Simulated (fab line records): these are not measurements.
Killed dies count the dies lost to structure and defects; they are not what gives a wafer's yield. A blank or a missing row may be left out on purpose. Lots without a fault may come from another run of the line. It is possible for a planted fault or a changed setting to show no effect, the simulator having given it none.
Which of the tools did it?    flow gf180mcu    Sampling: 12 lots, 36 wafers, 4 of 602 route steps

== WHAT THE GAUGES READ, wafer by wafer ==
GF_M1_CD_MEAS_14 targets a cd of 230 nm. Usual: cd-nm 230.0 nm, standard deviation 1.5.
lot   measured      on         cd-nm (nm)         flag
L569  day 17 11:15  cd-sem-02  230.4 229.7 229.5  
L570  day 17 19:15  cd-sem-01  230.9 228.7 229.3  
L578  day 20 09:44  cd-sem-01  231.9 232.1 232.6  
L579  day 20 16:39  cd-sem-01  230.6 230.5 231.3  
L582  day 22 03:57  cd-sem-02  227.0 228.1 227.4  
L583  day 22 08:52  cd-sem-02  229.7 229.3 229.9  
L585  day 22 21:23  cd-sem-01  229.1 227.8 228.0  
L586  day 23 06:54  cd-sem-02  231.8 231.9 232.5  
L587  day 23 15:44  cd-sem-01  231.2 231.1 231.0  
L588  day 23 23:46  cd-sem-01  228.0 228.9 228.5  
L590  day 24 14:06  cd-sem-02  227.8 228.1 228.6  
L592  day 25 01:34  cd-sem-01  227.9 227.8 227.3  

== EACH LOT AND THE TOOL THAT RAN IT (in order: tool; ch and the chambers of the sampled wafers; start) ==
lot   GF_LVPWELL_STRIP_10                  GF_MVPSD_IMPLANT_08              GF_HV_LDD_STRIP_37
L569  plasma-asher-01 ch 1, day 4 01:25    implanter-03 ch 0, day 5 04:38   plasma-asher-02 ch 0,1, day 11 19:41
L570  plasma-asher-03 ch 0,1, day 4 05:20  implanter-02 ch 0, day 5 08:08   plasma-asher-02 ch 0,1, day 12 03:04
L578  plasma-asher-01 ch 0,1, day 5 22:08  implanter-02 ch 0, day 7 05:08   plasma-asher-01 ch 0,1, day 14 08:44
L579  plasma-asher-01 ch 0,1, day 6 05:05  implanter-02 ch 0, day 7 11:29   plasma-asher-02 ch 0,1, day 14 15:59
L582  plasma-asher-03 ch 0,1, day 6 23:26  implanter-03 ch 0, day 8 08:02   plasma-asher-03 ch 0,1, day 15 23:09
L583  plasma-asher-01 ch 0,1, day 7 02:47  implanter-04 ch 0, day 8 10:56   plasma-asher-03 ch 0,1, day 16 02:56
L585  plasma-asher-04 ch 0,1, day 7 15:17  implanter-04 ch 0, day 9 00:07   plasma-asher-03 ch 0,1, day 16 16:11
L586  plasma-asher-04 ch 0,1, day 7 19:32  implanter-03 ch 0, day 9 05:04   plasma-asher-02 ch 0,1, day 17 00:35
L587  plasma-asher-01 ch 0,1, day 8 01:32  implanter-03 ch 0, day 9 10:29   plasma-asher-01 ch 0,1, day 17 09:17
L588  plasma-asher-01 ch 0,1, day 8 08:02  implanter-03 ch 0, day 9 18:07   plasma-asher-03 ch 0,1, day 17 18:56
L590  plasma-asher-04 ch 1, day 8 18:01    implanter-03 ch 0, day 10 04:01  plasma-asher-02 ch 0,1, day 18 10:41
L592  plasma-asher-03 ch 1, day 9 05:43    implanter-04 ch 0, day 10 16:57  plasma-asher-02 ch 0,1, day 19 00:36
- GF_LVPWELL_STRIP_10: strips in O2/N2.
- GF_MVPSD_IMPLANT_08
- GF_HV_LDD_STRIP_37: strips in O2/N2.

== WHAT THE TOOLS THEMSELVES READ (means of the sampled wafers that have a number; where no wafer has one, the mark that the record gives instead) ==
GF_LVPWELL_STRIP_10. Usual: drypump-motor-current-A 5.8 A, standard deviation 0.38; heater-power-w 335 W, standard deviation 41; o2-flow-sccm 3001 sccm, standard deviation 9.2; oes-product-au 0.722 a.u., standard deviation 0.0041; platen-temp-c 250.04 C, standard deviation 0.17; strip-time-to-endpoint-s 36.95 s, standard deviation 0.11.
lot   tool             drypump-motor-current-A (A)  heater-power-w (W)  o2-flow-sccm (sccm)  oes-product-au (a.u.)  platen-temp-c (C)  strip-time-to-endpoint-s (s)  flag
L569  plasma-asher-01  5.6                          320                 2998                 0.726                  250.14             36.96                         
L570  plasma-asher-03  5.6                          302                 2999                 0.723                  250.11             36.86                         
L578  plasma-asher-01  6.1                          356                 2995                 0.723                  250.07             36.89                         
L579  plasma-asher-01  6.1                          359                 3007                 0.722                  249.99             36.97                         
L582  plasma-asher-03  5.6                          296                 2998                 0.724                  250.12             36.89                         
L583  plasma-asher-01  5.9                          341                 3003                 0.723                  250.15             37.11                         
L585  plasma-asher-04  5.8                          328                 2998                 0.726                  249.88             37.11                         
L586  plasma-asher-04  5.8                          324                 2999                 0.723                  250.14             37.08                         
L587  plasma-asher-01  5.9                          346                 3008                 0.722                  249.72             36.99                         
L588  plasma-asher-01  6.1                          363                 3003                 0.719                  250.01             37.08                         
L590  plasma-asher-04  5.5                          298                 2994                 0.720                  250.10             36.88                         
L592  plasma-asher-03  5.6                          283                 3007                 0.722                  249.98             36.86                         

GF_MVPSD_IMPLANT_08. Usual: beam-energy-keV 169.99, standard deviation 0.056; tilt-deg 0.002 degrees, standard deviation 0.018.
lot   tool          beam-energy-keV  tilt-deg (degrees)  flag
L569  implanter-03  169.99           0.019               
L570  implanter-02  169.99           -0.001              
L578  implanter-02  176.92           -0.000              OFF
L579  implanter-02  176.92           -0.034              OFF
L582  implanter-03  170.05           -0.007              
L583  implanter-04  169.94           -0.026              
L585  implanter-04  170.04           -0.008              
L586  implanter-03  169.99           0.012               
L587  implanter-03  169.98           0.014               
L588  implanter-03  170.00           0.001               
L590  implanter-03  170.00           0.030               
L592  implanter-04  169.94           0.014               

GF_HV_LDD_STRIP_37. Usual: drypump-motor-current-A 5.78 A, standard deviation 0.26; heater-power-w 344 W, standard deviation 43; o2-flow-sccm 2998 sccm, standard deviation 8.5; oes-product-au 0.716 a.u., standard deviation 0.0045; platen-temp-c 250.03 C, standard deviation 0.19; strip-time-to-endpoint-s 12.62 s, standard deviation 0.039.
lot   tool             drypump-motor-current-A (A)  heater-power-w (W)  o2-flow-sccm (sccm)  oes-product-au (a.u.)  platen-temp-c (C)  strip-time-to-endpoint-s (s)  flag
L569  plasma-asher-02  5.78                         356                 2992                 0.716                  250.02             12.57                         
L570  plasma-asher-02  5.77                         352                 2996                 0.715                  250.11             12.60                         
L578  plasma-asher-01  6.11                         355                 3004                 0.720                  249.95             12.62                         
L579  plasma-asher-02  5.82                         378                 2995                 0.712                  250.24             12.57                         
L582  plasma-asher-03  5.57                         311                 2995                 0.715                  250.06             12.60                         
L583  plasma-asher-03  5.58                         312                 2994                 0.715                  250.14             12.62                         
L585  plasma-asher-03  5.59                         311                 2996                 0.717                  249.95             12.58                         
L586  plasma-asher-02  5.81                         380                 3005                 0.717                  250.06             12.65                         
L587  plasma-asher-01  5.84                         337                 3010                 0.713                  250.06             12.64                         
L588  plasma-asher-03  5.63                         293                 3000                 0.715                  249.82             12.63                         
L590  plasma-asher-02  5.77                         350                 3000                 0.719                  250.12             12.59                         
L592  plasma-asher-02  5.77                         354                 2994                 0.716                  250.18             12.61                         

== THE ANSWER, worked out from the rows above alone ==
Rule: a lot counts as off when the mean over its wafers that have a number is more than 3 standard deviations away from the usual mean. Also off: a lot with no number at a reading for which 4 or more lots have one. Any other lot the step has rows for is counted as sound. After the gauges, taken in route order, come the tools' own readings; for these a lot's mean is taken, as printed above. The first step at which some lot is off is used, and at that step the reading that is off furthest; a lot without a number counts as furthest.
Off: L578, L579, at GF_MVPSD_IMPLANT_08 (beam-energy-keV).
If a tool, at that step or one of the process steps before it, ran each lot that is off and ran no sound lot following the first of them, it fits. One fits: implanter-02 at GF_MVPSD_IMPLANT_08. A fault onset in the window from L570 (day 5 08:08, its last sound lot) to L578 (day 7 05:08, its first lot off) fits.
The tool's own readings at GF_MVPSD_IMPLANT_08 bear it out: on the lots that are off they differ by more than 5 times the standard deviation of the sound lots' means. beam-energy-keV reads 176.92 there against 169.99 on the sound lots.

== WHAT WAS PUT IN BY THE SIMULATOR ==
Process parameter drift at GF_MVPSD_IMPLANT_08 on implanter-02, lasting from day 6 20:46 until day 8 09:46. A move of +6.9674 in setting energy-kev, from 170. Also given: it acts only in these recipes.
Struck lots among those shown: L578, L579. The same result came from the rule above.
